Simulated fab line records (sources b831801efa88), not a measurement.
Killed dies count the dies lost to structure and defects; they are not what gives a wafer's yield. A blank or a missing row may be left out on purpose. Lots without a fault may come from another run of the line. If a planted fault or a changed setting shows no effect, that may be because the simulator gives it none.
fab line records	flow sky130
record: lots: 13	wafers: 39	lastDay: 50
route steps=708 shown FIELD_ISO@3 DNWELL@44 VT_ADJUST_NCORE@128 PAD_OPEN@708
lots that met no fault: from a run of the same line without faults
startH: start of the lot's first displayed wafer, in hours after the record's first day	waitH: hours elapsed since this lot's preceding step	" identical to the entry in the row above	L1.1+2: several wafers, shown together as one row	- either no value or no given start	* or withheld: withheld	< > ~ a bound
route shown NAME@n: names a module that has steps shown in the file, with the first one's number in the route	usual: mean and standard deviation over wafers with no fault	same: alike in all rows	chamber/n: place in a boat	sites: per-site readings	_std_site: standard deviation across them	_edge_site: outer sites' mean less inner sites'	radiusMm: for every site, how far away it sits from the centre of the wafer	mask NAME#n: copy n	behind: tool/chamber where the wafer was last shaped	hold: why the lot was held/for how many hours/how that ended	device: the transistor (n, p or np) that didn't switch	end of line: tests of these same wafers at the route's end	for a step that has no rows: nothing shown but its recipe	killed: at the first sort, the dies lost to defects and structure; wafer yield is something else	map: the dies of a wafer, with x for killed, . for not killed, _ for no die there
set.NAME: the setting that was run; set.NAME@STEP: the one run at that earlier step	model.NAME: the simulator's own value behind a step, which no gauge read
route steps across a sampled set of lots; one table per step, one row per wafer
services: when a tool's chamber went out of use (startH, in hours from the record's first day, below 0 if earlier), for how many hours, and the reason
== steps ==
step: SKY_FIELD_ISO_THK_MEAS_02
recipe: reads: SiO2_of_FIELD_ISO_OXIDATION_01
usual: FIELD_ISO_OXIDATION_00_THK: 12.13/0.23
lot.wafer	tool	chamber	startH	waitH	FIELD_ISO_OXIDATION_00_THK[nm]
L979.2	filmMetro-04	-	17.29	0.0	12.41
L979.5	"	-	"	"	12.41
L979.6	"	-	"	"	12.17
L980.4	filmMetro-01	-	21.66	0.0	11.68
L980.5	"	-	"	"	12.11
L980.6	"	-	"	"	11.74
L982.1	filmMetro-03	-	32.25	0.0	11.92
L982.3	"	-	"	"	12.12
L982.5	"	-	"	"	11.97
L983.1	filmMetro-03	-	37.57	0.0	11.99
L983.2	"	-	"	"	12.13
L983.4	"	-	"	"	11.94
L985.2	filmMetro-03	-	49.88	0.0	12.26
L985.3	"	-	"	"	12.29
L985.5	"	-	"	"	12.08
L986.1	filmMetro-01	-	56.58	0.0	12.23
L986.3	"	-	"	"	12.19
L986.4	"	-	"	"	12.15
L988.1	filmMetro-03	-	64.66	0.0	12.26
L988.2	"	-	"	"	12.26
L988.4	"	-	"	"	12.09
L993.2	filmMetro-01	-	88.40	0.0	11.67
L993.3	"	-	"	"	11.94
L993.5	"	-	"	"	11.76
L994.1	filmMetro-04	-	91.63	0.0	11.87
L994.5	"	-	"	"	12.10
L994.6	"	-	"	"	11.87
L998.1	filmMetro-03	-	112.74	0.0	11.89
L998.4	"	-	"	"	12.11
L998.5	"	-	"	"	11.96
L999.2	filmMetro-04	-	117.29	0.0	11.86
L999.3	"	-	"	"	11.90
L999.5	"	-	"	"	11.83
L100.1	filmMetro-01	-	121.63	0.0	12.14
L100.3	"	-	"	"	12.46
L100.5	"	-	"	"	12.40
L101.1	filmMetro-03	-	126.63	0.0	11.81
L101.2	"	-	"	"	12.06
L101.6	"	-	"	"	11.92
step: SKY_FIELD_ISO_THK_MEAS_04
recipe: reads: Si3N4_of_FIELD_ISO_CVD_03
usual: FIELD_ISO_CVD_03_THK: 150.2/1.6
lot.wafer	tool	chamber	startH	waitH	FIELD_ISO_CVD_03_THK[nm]
L979.2	filmMetro-03	-	19.13	0.0	151.0
L979.5	"	-	"	"	151.7
L979.6	"	-	"	"	151.0
L980.4	filmMetro-01	-	23.51	0.0	149.7
L980.5	"	-	"	"	149.5
L980.6	"	-	"	"	151.0
L982.1	filmMetro-03	-	35.60	0.0	153.1
L982.3	"	-	"	"	154.0
L982.5	"	-	"	"	154.7
L983.1	filmMetro-01	-	39.41	0.0	150.2
L983.2	"	-	"	"	149.8
L983.4	"	-	"	"	148.8
L985.2	filmMetro-01	-	51.72	0.0	149.2
L985.3	"	-	"	"	150.1
L985.5	"	-	"	"	148.8
L986.1	filmMetro-03	-	58.43	0.0	150.2
L986.3	"	-	"	"	151.4
L986.4	"	-	"	"	150.6
L988.1	filmMetro-03	-	67.41	0.0	149.4
L988.2	"	-	"	"	150.4
L988.4	"	-	"	"	149.0
L993.2	filmMetro-03	-	90.25	0.0	148.2
L993.3	"	-	"	"	147.7
L993.5	"	-	"	"	150.5
L994.1	filmMetro-01	-	94.59	0.0	151.0
L994.5	"	-	"	"	148.3
L994.6	"	-	"	"	149.6
L998.1	filmMetro-01	-	116.44	0.0	151.2
L998.4	"	-	"	"	151.5
L998.5	"	-	"	"	151.4
L999.2	filmMetro-04	-	119.13	0.0	150.8
L999.3	"	-	"	"	149.6
L999.5	"	-	"	"	150.3
L100.1	filmMetro-03	-	123.48	0.0	149.3
L100.3	"	-	"	"	149.6
L100.5	"	-	"	"	151.0
L101.1	filmMetro-01	-	128.48	0.0	149.6
L101.2	"	-	"	"	150.8
L101.6	"	-	"	"	150.9
step: SKY_DNWELL_TW_MEAS_09
usual: DNWELL_TW: 1107/9
lot.wafer	tool	chamber	startH	waitH	DNWELL_TW
L979.2	filmMetro-02	-	57.34	0.1	1110
L979.5	"	-	"	"	1105
L979.6	"	-	"	"	1102
L980.4	filmMetro-04	-	61.66	0.1	1095
L980.5	"	-	"	"	1097
L980.6	"	-	"	"	1094
L983.1	filmMetro-01	-	83.33	0.1	1100
L983.2	"	-	"	"	1111
L983.4	"	-	"	"	1111
L982.1	filmMetro-04	-	83.68	0.1	1094
L982.3	"	-	"	"	1096
L982.5	"	-	"	"	1086
L985.2	filmMetro-01	-	91.58	0.1	1113
L985.3	"	-	"	"	1113
L985.5	"	-	"	"	1117
L986.1	filmMetro-02	-	99.87	0.1	1114
L986.3	"	-	"	"	1109
L986.4	"	-	"	"	1104
L988.1	filmMetro-02	-	110.13	0.1	1112
L988.2	"	-	"	"	1104
L988.4	"	-	"	"	1105
L993.2	filmMetro-02	-	133.44	0.1	1115
L993.3	"	-	"	"	1115
L993.5	"	-	"	"	1111
L994.1	filmMetro-04	-	137.52	0.1	1104
L994.5	"	-	"	"	1103
L994.6	"	-	"	"	1105
L998.1	filmMetro-01	-	162.27	0.1	1123
L998.4	"	-	"	"	1127
L998.5	"	-	"	"	1127
L999.2	filmMetro-04	-	163.93	0.1	1098
L999.3	"	-	"	"	1097
L999.5	"	-	"	"	1100
L100.1	filmMetro-01	-	168.47	0.1	1114
L100.3	"	-	"	"	1119
L100.5	"	-	"	"	1118
L101.1	filmMetro-01	-	179.72	0.1	1120
L101.2	"	-	"	"	1123
L101.6	"	-	"	"	1124
step: SKY_VT_ADJUST_NCORE_IMPLANT_09
recipe: species: B	energyKev: 10	doseCm2: 2.4e+12	tiltDeg: withheld
usual: doseIonsCm2: 2.3998e+12/2.6e+09	faradayCurrentUA: 13.55/0.25
lot.wafer	tool	chamber	startH	waitH	doseIonsCm2	faradayCurrentUA
L979.2	implanter-03	0	185.61	0.0	2.3988e+12	13.55
L979.5	"	0	"	"	2.3991e+12	13.63
L979.6	"	0	"	"	2.3976e+12	13.64
L980.4	implanter-02	0	191.09	0.1	2.401e+12	13.56
L980.5	"	0	"	"	2.4053e+12	13.76
L980.6	"	0	"	"	2.4017e+12	13.42
L983.1	implanter-03	0	220.13	0.0	2.403e+12	13.63
L983.2	"	0	"	"	2.4035e+12	13.52
L983.4	"	0	"	"	2.3999e+12	13.81
L982.1	implanter-03	0	221.94	0.0	2.4036e+12	13.90
L982.3	"	0	"	"	2.3997e+12	13.51
L982.5	"	0	"	"	2.4006e+12	13.05
L985.2	implanter-03	0	230.71	0.0	1.1861e+12	6.46
L985.3	"	0	"	"	1.1877e+12	6.81
L985.5	"	0	"	"	1.1839e+12	6.54
L986.1	implanter-01	0	241.63	0.0	2.403e+12	13.57
L986.3	"	0	"	"	2.3959e+12	13.23
L986.4	"	0	"	"	2.395e+12	13.73
L988.1	implanter-03	0	254.63	0.0	1.1844e+12	6.67
L988.2	"	0	"	"	1.1846e+12	6.75
L988.4	"	0	"	"	1.182e+12	6.89
L993.2	implanter-02	0	284.76	0.0	2.4018e+12	13.78
L993.3	"	0	"	"	2.4027e+12	13.64
L993.5	"	0	"	"	2.403e+12	13.53
L994.1	implanter-01	0	290.23	0.0	2.4e+12	13.50
L994.5	"	0	"	"	2.4045e+12	13.40
L994.6	"	0	"	"	2.401e+12	13.56
L998.1	implanter-02	0	321.71	0.0	2.3961e+12	13.57
L998.4	"	0	"	"	2.3977e+12	13.86
L998.5	"	0	"	"	2.3962e+12	13.25
L999.2	implanter-03	0	327.44	0.0	2.3986e+12	13.36
L999.3	"	0	"	"	2.3985e+12	13.36
L999.5	"	0	"	"	2.3984e+12	13.48
L100.1	implanter-01	0	330.99	0.0	2.4005e+12	13.53
L100.3	"	0	"	"	2.4044e+12	13.60
L100.5	"	0	"	"	2.3971e+12	13.67
L101.1	implanter-01	0	345.13	0.0	2.4029e+12	13.30
L101.2	"	0	"	"	2.4028e+12	13.55
L101.6	"	0	"	"	2.3957e+12	13.27
step: SKY_VT_ADJUST_NCORE_TW_MEAS_11
usual: VT_ADJUST_NCORE_TW: 218.0/2.3
lot.wafer	tool	chamber	startH	waitH	hold	VT_ADJUST_NCORE_TW
L979.2	filmMetro-04	-	185.84	0.1	-	216.0
L979.5	"	-	"	"	-	216.6
L979.6	"	-	"	"	-	216.7
L980.4	filmMetro-01	-	191.29	0.1	-	220.7
L980.5	"	-	"	"	-	220.4
L980.6	"	-	"	"	-	219.9
L983.1	filmMetro-04	-	220.38	0.1	-	218.0
L983.2	"	-	"	"	-	216.9
L983.4	"	-	"	"	-	216.4
L982.1	filmMetro-01	-	222.19	0.1	-	221.9
L982.3	"	-	"	"	-	220.9
L982.5	"	-	"	"	-	221.0
L985.2	filmMetro-04	-	230.95	0.1	awaitDispo/0.2h/release	178.3
L985.3	"	-	"	"	awaitDispo/0.2h/release	177.8
L985.5	"	-	"	"	awaitDispo/0.2h/release	177.8
L985.2	filmMetro-04	-	231.17	0.2	-	178.4
L985.3	"	-	"	"	-	177.6
L985.5	"	-	"	"	-	177.5
L986.1	filmMetro-01	-	241.88	0.1	-	219.5
L986.3	"	-	"	"	-	220.7
L986.4	"	-	"	"	-	220.5
L988.1	filmMetro-03	-	254.88	0.1	awaitDispo/0.2h/release	177.2
L988.2	"	-	"	"	awaitDispo/0.2h/release	176.6
L988.4	"	-	"	"	awaitDispo/0.2h/release	177.3
L988.1	filmMetro-03	-	255.23	0.3	-	177.1
L988.2	"	-	"	"	-	177.6
L988.4	"	-	"	"	-	177.4
L993.2	filmMetro-03	-	285.00	0.1	-	216.4
L993.3	"	-	"	"	-	216.9
L993.5	"	-	"	"	-	216.4
L994.1	filmMetro-04	-	290.48	0.1	-	215.5
L994.5	"	-	"	"	-	215.1
L994.6	"	-	"	"	-	215.3
L998.1	filmMetro-01	-	321.96	0.1	-	220.5
L998.4	"	-	"	"	-	220.0
L998.5	"	-	"	"	-	221.2
L999.2	filmMetro-01	-	327.67	0.1	-	218.4
L999.3	"	-	"	"	-	219.7
L999.5	"	-	"	"	-	220.1
L100.1	filmMetro-01	-	331.24	0.1	-	220.6
L100.3	"	-	"	"	-	220.4
L100.5	"	-	"	"	-	221.6
L101.1	filmMetro-01	-	345.38	0.1	-	220.9
L101.2	"	-	"	"	-	219.8
L101.6	"	-	"	"	-	221.7
step: SKY_PAD_OPEN_PROBE_99
usual: killed_at_M0_to_M3: 43/7.2	killed_at_M4_up: 3.3/2	killedAtContacts: 25/5.8	killedAtFrontEnd: 15/4.5	killedAtOther: 0.3/0.62	killedDies: 86/9.4	killedOpen: 47/7.1	killedShort: 39/6
same: grossDies: 492	killedAtBackSide: 0
lot.wafer	tool	chamber	startH	waitH	hold	killed_at_M0_to_M3	killed_at_M4_up	killedAtContacts	killedAtFrontEnd	killedAtOther	killedDies	killedOpen	killedShort
L979.2	prober-02	-	1077.05	0.1	-	40	3	17	15	0	75	32	43
L979.5	prober-02	-	1077.20	0.2	-	31	2	31	18	0	82	40	41
L979.6	prober-02	-	1077.25	0.2	-	40	0	18	14	0	72	38	34
L980.4	prober-01	-	1086.35	0.2	-	47	5	17	16	1	86	50	35
L980.5	prober-01	-	1086.40	0.2	-	46	5	20	10	0	81	42	39
L980.6	prober-01	-	1086.45	0.2	-	51	1	18	18	1	89	49	39
L983.1	prober-01	-	1107.14	0.1	-	29	5	30	12	0	76	32	44
L983.2	prober-01	-	1107.19	0.1	-	34	3	23	17	1	78	41	37
L983.4	prober-01	-	1107.29	0.2	-	41	1	32	17	0	91	49	42
L982.1	prober-02	-	1110.01	0.1	-	28	4	15	18	0	65	32	33
L982.3	prober-02	-	1110.11	0.2	-	54	1	18	25	0	98	48	50
L982.5	prober-02	-	1110.21	0.2	-	48	2	20	19	0	89	46	41
L985.2	prober-02	-	1122.80	0.1	awaitDispo/4.6h/release	33	5	38	15	1	92	55	36
L985.3	prober-02	-	1122.85	0.2	awaitDispo/4.6h/release	39	4	22	18	0	83	47	36
L985.5	prober-02	-	1122.95	0.2	awaitDispo/4.6h/release	41	5	30	17	1	94	51	43
L986.1	prober-01	-	1128.94	0.1	-	38	8	22	19	0	87	45	42
L986.3	prober-01	-	1129.04	0.2	-	43	2	20	24	0	89	50	38
L986.4	prober-01	-	1129.09	0.2	-	47	1	29	16	1	94	53	40
L988.1	prober-01	-	1138.44	0.1	awaitDispo/3.2h/release	40	2	31	9	0	82	43	39
L988.2	prober-01	-	1138.49	0.1	awaitDispo/3.2h/release	54	7	22	15	0	98	60	38
L988.4	prober-01	-	1138.59	0.2	awaitDispo/3.2h/release	43	3	32	15	0	93	52	40
L993.2	prober-02	-	1162.32	0.1	-	43	4	24	7	0	78	38	38
L993.3	prober-02	-	1162.37	0.2	-	48	7	27	12	0	94	47	43
L993.5	prober-02	-	1162.47	0.2	-	48	2	32	13	1	96	51	45
L994.1	prober-01	-	1165.04	0.1	-	42	1	10	17	0	70	32	37
L994.5	prober-01	-	1165.24	0.2	-	38	0	30	12	1	81	45	35
L994.6	prober-01	-	1165.29	0.2	-	41	2	18	11	2	74	40	34
L998.1	prober-01	-	1184.64	0.1	-	36	6	21	11	0	74	34	39
L998.4	prober-01	-	1184.79	0.2	-	42	2	22	20	0	86	50	36
L998.5	prober-01	-	1184.84	0.2	-	51	3	19	17	1	91	59	32
L999.2	prober-02	-	1189.94	0.1	-	54	1	27	17	0	99	55	44
L999.3	prober-02	-	1189.99	0.2	-	46	1	39	9	1	96	56	40
L999.5	prober-02	-	1190.09	0.2	-	45	4	32	17	0	98	56	42
L100.1	prober-01	-	1192.33	0.1	-	48	10	28	21	1	108	50	58
L100.3	prober-01	-	1192.43	0.2	-	40	4	30	12	0	86	48	38
L100.5	prober-01	-	1192.53	0.2	-	45	5	30	16	0	96	57	39
L101.1	prober-02	-	1195.53	0.1	-	43	5	33	17	2	100	63	37
L101.2	prober-02	-	1195.58	0.1	-	44	2	21	13	0	80	47	33
L101.6	prober-02	-	1195.78	0.2	-	46	3	30	16	0	95	57	38
killed by level:class
L979.2 VIA1:geometricParticle:open=12 METAL2:geometricParticle:short=8 METAL1:geometricParticle:short=7 LI_CONTACT:geometricParticle:open=5 CONTACT:geometricParticle:open=5 FIELD_ISO:geometricParticle:short=4 VIA1:geometricParticle:short=4 METAL4:geometricParticle:short=3
L979.5 CONTACT:geometricParticle:open=8 CONTACT:geometricParticle:short=8 VIA2:geometricParticle:open=8 VIA1:geometricParticle:open=7 LI_CONTACT:geometricParticle:open=5 LI_CONTACT:geometricParticle:short=4 LOCAL_INTERCONNECT:geometricParticle:short=4 FIELD_ISO:geometricParticle:short=3
L979.6 VIA1:geometricParticle:open=10 CONTACT:geometricParticle:short=6 METAL1:geometricParticle:short=6 FIELD_ISO:geometricParticle:short=5 FIELD_ISO:geometricParticle:open=4 LI_CONTACT:geometricParticle:open=4 CONTACT:geometricParticle:open=4 METAL2:geometricParticle:open=4
L980.4 VIA1:geometricParticle:open=15 VIA2:geometricParticle:open=9 FIELD_ISO:geometricParticle:open=6 LI_CONTACT:geometricParticle:open=6 METAL2:geometricParticle:short=6 VIA3:geometricParticle:open=5 METAL1:geometricParticle:short=4 CONTACT:geometricParticle:open=4
L980.5 VIA1:geometricParticle:open=12 VIA1:geometricParticle:short=7 CONTACT:geometricParticle:open=6 CONTACT:geometricParticle:short=6 METAL1:geometricParticle:short=6 LI_CONTACT:geometricParticle:open=5 VIA2:geometricParticle:open=5 METAL2:geometricParticle:short=4
L980.6 VIA1:geometricParticle:open=14 VIA1:geometricParticle:short=9 VIA2:geometricParticle:open=7 LI_CONTACT:geometricParticle:open=7 METAL2:geometricParticle:short=6 POLY_GATE:geometricParticle:open=5 POLY_GATE:geometricParticle:short=5 METAL1:geometricParticle:short=4
L983.1 CONTACT:geometricParticle:open=9 CONTACT:geometricParticle:short=7 VIA1:geometricParticle:open=5 POLY_GATE:geometricParticle:short=5 LI_CONTACT:geometricParticle:open=5 LOCAL_INTERCONNECT:geometricParticle:short=5 METAL3:geometricParticle:short=5 LI_CONTACT:geometricParticle:short=4
L983.2 CONTACT:geometricParticle:open=12 POLY_GATE:geometricParticle:open=5 METAL2:geometricParticle:short=5 LI_CONTACT:geometricParticle:open=5 VIA1:geometricParticle:short=5 METAL1:geometricParticle:open=4 VIA1:geometricParticle:open=4 VIA3:geometricParticle:short=4
L983.4 VIA1:geometricParticle:open=12 LI_CONTACT:geometricParticle:open=9 CONTACT:geometricParticle:open=9 FIELD_ISO:geometricParticle:short=7 CONTACT:geometricParticle:short=7 METAL1:geometricParticle:short=6 VIA2:geometricParticle:open=5 VIA1:geometricParticle:short=5
L982.1 POLY_GATE:geometricParticle:short=6 VIA3:geometricParticle:open=6 POLY_GATE:geometricParticle:open=5 LOCAL_INTERCONNECT:geometricParticle:short=5 VIA1:geometricParticle:open=5 METAL3:geometricParticle:short=4 CONTACT:geometricParticle:open=4 METAL1:geometricParticle:short=4
L982.3 VIA1:geometricParticle:open=15 METAL1:geometricParticle:short=7 POLY_GATE:geometricParticle:short=6 FIELD_ISO:geometricParticle:open=5 VIA2:geometricParticle:open=5 LOCAL_INTERCONNECT:geometricParticle:short=5 VIA1:geometricParticle:short=5 METAL2:geometricParticle:short=5
L982.5 VIA2:geometricParticle:open=11 VIA1:geometricParticle:open=8 POLY_GATE:geometricParticle:open=6 METAL1:geometricParticle:short=6 CONTACT:geometricParticle:open=6 METAL2:geometricParticle:short=6 VIA1:geometricParticle:short=5 FIELD_ISO:geometricParticle:short=4
L985.2 CONTACT:geometricParticle:open=16 LI_CONTACT:geometricParticle:open=9 VIA1:geometricParticle:open=8 METAL1:geometricParticle:short=6 VIA3:geometricParticle:open=6 SPACER:geometricParticle:open=4 LI_CONTACT:geometricParticle:short=4 CONTACT:geometricParticle:short=4
L985.3 VIA1:geometricParticle:open=9 LI_CONTACT:geometricParticle:open=8 VIA3:geometricParticle:open=8 CONTACT:geometricParticle:open=6 FIELD_ISO:geometricParticle:short=5 POLY_GATE:geometricParticle:short=4 LOCAL_INTERCONNECT:geometricParticle:short=4 METAL1:geometricParticle:short=4
L985.5 CONTACT:geometricParticle:open=11 LI_CONTACT:geometricParticle:open=8 VIA1:geometricParticle:open=7 POLY_GATE:geometricParticle:open=6 VIA3:geometricParticle:open=6 METAL1:geometricParticle:short=6 LOCAL_INTERCONNECT:geometricParticle:short=5 METAL2:geometricParticle:short=5
L986.1 CONTACT:geometricParticle:open=8 METAL2:geometricParticle:short=7 VIA2:geometricParticle:open=7 LI_CONTACT:geometricParticle:open=6 METAL4:geometricParticle:short=6 FIELD_ISO:geometricParticle:open=5 POLY_GATE:geometricParticle:open=5 VIA1:geometricParticle:open=5
L986.3 VIA1:geometricParticle:open=13 CONTACT:geometricParticle:short=7 SPACER:geometricParticle:open=6 CONTACT:geometricParticle:open=6 VIA2:geometricParticle:short=5 VIA3:geometricParticle:open=5 FIELD_ISO:geometricParticle:short=4 VIA2:geometricParticle:open=4
L986.4 CONTACT:geometricParticle:open=12 METAL2:geometricParticle:short=10 LI_CONTACT:geometricParticle:open=9 VIA1:geometricParticle:open=8 VIA3:geometricParticle:open=7 VIA2:geometricParticle:open=7 METAL1:geometricParticle:short=5 FIELD_ISO:geometricParticle:short=4
L988.1 CONTACT:geometricParticle:open=11 VIA1:geometricParticle:open=9 METAL1:geometricParticle:short=8 VIA2:geometricParticle:open=6 METAL2:geometricParticle:short=6 CONTACT:geometricParticle:short=5 LOCAL_INTERCONNECT:geometricParticle:short=5 LI_CONTACT:geometricParticle:short=5
L988.2 VIA1:geometricParticle:open=12 VIA2:geometricParticle:open=11 CONTACT:geometricParticle:open=9 LI_CONTACT:geometricParticle:open=8 METAL2:geometricParticle:short=7 FIELD_ISO:geometricParticle:short=6 VIA3:geometricParticle:open=6 METAL4:geometricParticle:short=5
L988.4 CONTACT:geometricParticle:open=10 VIA3:geometricParticle:open=10 LI_CONTACT:geometricParticle:open=8 VIA1:geometricParticle:open=8 METAL2:geometricParticle:short=7 CONTACT:geometricParticle:short=7 FIELD_ISO:geometricParticle:short=5 VIA1:geometricParticle:short=5
L993.2 CONTACT:geometricParticle:open=9 VIA1:geometricParticle:short=8 METAL1:geometricParticle:short=7 VIA1:geometricParticle:open=6 VIA3:geometricParticle:short=6 VIA2:geometricParticle:open=6 LI_CONTACT:geometricParticle:open=4 VIA3:geometricParticle:open=4
L993.3 VIA1:geometricParticle:open=14 CONTACT:geometricParticle:open=9 LI_CONTACT:geometricParticle:open=8 METAL1:geometricParticle:short=7 VIA3:geometricParticle:open=6 VIA1:geometricParticle:short=6 METAL2:geometricParticle:short=6 POLY_GATE:geometricParticle:short=4
L993.5 LOCAL_INTERCONNECT:geometricParticle:short=10 VIA3:geometricParticle:open=10 CONTACT:geometricParticle:open=9 VIA1:geometricParticle:open=9 VIA2:geometricParticle:open=7 LI_CONTACT:geometricParticle:open=6 METAL1:geometricParticle:short=5 VIA1:geometricParticle:short=5
L994.1 VIA1:geometricParticle:open=12 METAL1:geometricParticle:short=8 VIA3:geometricParticle:open=8 POLY_GATE:geometricParticle:short=7 FIELD_ISO:geometricParticle:short=5 FIELD_ISO:geometricParticle:open=4 VIA3:geometricParticle:short=4 VIA2:geometricParticle:open=4
L994.5 CONTACT:geometricParticle:open=15 VIA2:geometricParticle:open=9 LI_CONTACT:geometricParticle:short=6 VIA3:geometricParticle:short=6 FIELD_ISO:geometricParticle:open=5 VIA3:geometricParticle:open=4 CONTACT:geometricParticle:short=4 VIA1:geometricParticle:open=4
L994.6 VIA1:geometricParticle:open=15 FIELD_ISO:geometricParticle:short=5 LI_CONTACT:geometricParticle:open=5 CONTACT:geometricParticle:open=5 VIA1:geometricParticle:short=5 LOCAL_INTERCONNECT:geometricParticle:short=4 METAL2:geometricParticle:short=4 CONTACT:geometricParticle:short=3
L998.1 CONTACT:geometricParticle:open=8 METAL2:geometricParticle:short=6 METAL4:geometricParticle:short=5 LI_CONTACT:geometricParticle:open=5 VIA2:geometricParticle:open=5 VIA3:geometricParticle:open=4 VIA1:geometricParticle:short=4 VIA1:geometricParticle:open=4
L998.4 VIA1:geometricParticle:open=11 CONTACT:geometricParticle:open=11 FIELD_ISO:geometricParticle:short=8 FIELD_ISO:geometricParticle:open=7 VIA2:geometricParticle:open=6 METAL2:geometricParticle:short=6 LI_CONTACT:geometricParticle:open=5 LOCAL_INTERCONNECT:geometricParticle:short=4
L998.5 VIA2:geometricParticle:open=13 CONTACT:geometricParticle:open=11 VIA3:geometricParticle:open=8 VIA1:geometricParticle:open=7 POLY_GATE:geometricParticle:open=5 METAL2:geometricParticle:short=5 VIA2:geometricParticle:short=5 FIELD_ISO:geometricParticle:open=4
L999.2 VIA1:geometricParticle:open=17 VIA2:geometricParticle:open=8 LI_CONTACT:geometricParticle:open=7 METAL1:geometricParticle:short=7 LI_CONTACT:geometricParticle:short=6 VIA3:geometricParticle:short=6 METAL2:geometricParticle:short=5 POLY_GATE:geometricParticle:open=5
L999.3 LI_CONTACT:geometricParticle:open=12 CONTACT:geometricParticle:open=12 VIA1:geometricParticle:open=12 VIA2:geometricParticle:open=7 LOCAL_INTERCONNECT:geometricParticle:short=6 METAL1:geometricParticle:short=6 METAL3:geometricParticle:short=6 METAL2:geometricParticle:short=5
L999.5 LI_CONTACT:geometricParticle:open=11 CONTACT:geometricParticle:open=10 VIA1:geometricParticle:open=9 VIA3:geometricParticle:open=8 VIA2:geometricParticle:open=8 FIELD_ISO:geometricParticle:open=6 LOCAL_INTERCONNECT:geometricParticle:short=6 METAL1:geometricParticle:short=5
L100.1 LI_CONTACT:geometricParticle:open=10 VIA1:geometricParticle:open=8 METAL4:geometricParticle:short=8 CONTACT:geometricParticle:short=7 VIA1:geometricParticle:short=7 POLY_GATE:geometricParticle:open=6 CONTACT:geometricParticle:open=6 VIA2:geometricParticle:open=6
L100.3 CONTACT:geometricParticle:open=13 LI_CONTACT:geometricParticle:open=9 VIA1:geometricParticle:open=9 METAL3:geometricParticle:short=8 VIA2:geometricParticle:short=6 VIA3:geometricParticle:open=6 CONTACT:geometricParticle:short=5 VIA2:geometricParticle:open=5
L100.5 CONTACT:geometricParticle:open=13 VIA2:geometricParticle:open=10 VIA1:geometricParticle:open=9 METAL1:geometricParticle:short=8 CONTACT:geometricParticle:short=6 LI_CONTACT:geometricParticle:open=6 VIA3:geometricParticle:open=6 METAL2:geometricParticle:short=5
L101.1 CONTACT:geometricParticle:open=16 VIA3:geometricParticle:open=10 LI_CONTACT:geometricParticle:open=7 CONTACT:geometricParticle:short=7 VIA1:geometricParticle:open=6 METAL2:geometricParticle:short=5 VIA1:geometricParticle:short=5 VIA2:geometricParticle:open=5
L101.2 VIA1:geometricParticle:open=13 LI_CONTACT:geometricParticle:open=8 VIA2:geometricParticle:open=8 VIA1:geometricParticle:short=5 LI_CONTACT:geometricParticle:short=4 VIA3:geometricParticle:short=4 FIELD_ISO:geometricParticle:short=3 FIELD_ISO:geometricParticle:open=3
L101.6 VIA1:geometricParticle:open=15 CONTACT:geometricParticle:open=11 VIA2:geometricParticle:open=10 LI_CONTACT:geometricParticle:open=7 VIA3:geometricParticle:open=6 LI_CONTACT:geometricParticle:short=6 FIELD_ISO:geometricParticle:open=5 METAL1:geometricParticle:short=5
== services ==
tool	chamber	startH	hours	kind
implanter-01	-	163.23	5.3	repair
implanter-01	-	168.55	2.3	pm
implanter-01	-	175.13	2.1	repair
implanter-01	-	175.66	8.8	repair
implanter-03	-	179.63	2.9	repair
implanter-02	-	195.59	0.6	repair
implanter-02	-	214.85	2.5	pm
implanter-02	-	264.30	1.9	repair
== key ==
firstSign: step: SKY_VT_ADJUST_NCORE_IMPLANT_09	reading: doseIonsCm2	direction: down	sigmas: 99+	usual: *	struck: *
effect: step: SKY_VT_ADJUST_NCORE_IMPLANT_09	reading: faradayCurrentUA	direction: down	sigmas: 27	usual: 13.55	struck: 6.69
effect: step: SKY_VT_ADJUST_NCORE_TW_MEAS_11	reading: visit	direction: added
effect: step: SKY_VT_ADJUST_NCORE_TW_MEAS_11	reading: VT_ADJUST_NCORE_TW	direction: down	sigmas: 18	usual: 218.0	struck: 177.5
effect: step: SKY_PAD_OPEN_PROBE_99	reading: hold	direction: added
metAt SKY_VT_ADJUST_NCORE_IMPLANT_09
struckLots L985,L988
testerLeftOut L985,L988
notActingAt SKY_FIELD_ISO_THK_MEAS_02,SKY_FIELD_ISO_THK_MEAS_04,SKY_DNWELL_TW_MEAS_09
onsetBetween 221.94 230.71
fault: kind: processParameterDrift	tool: implanter-03	chamber: -	onsetH: 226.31	steps: SKY_VT_ADJUST_NCORE_IMPLANT_09	channel: doseCm2	offset: *	shape: step	endH: 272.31	actsIn: *	stated: *
testerLeftOut: of these lots the tester's yield and bins aren't shown, on N5 and GAA mostly nor the transistor test; their killed dies are dies lost to structure and defects alone, not to doping, threshold or leakage, so they don't give the yield
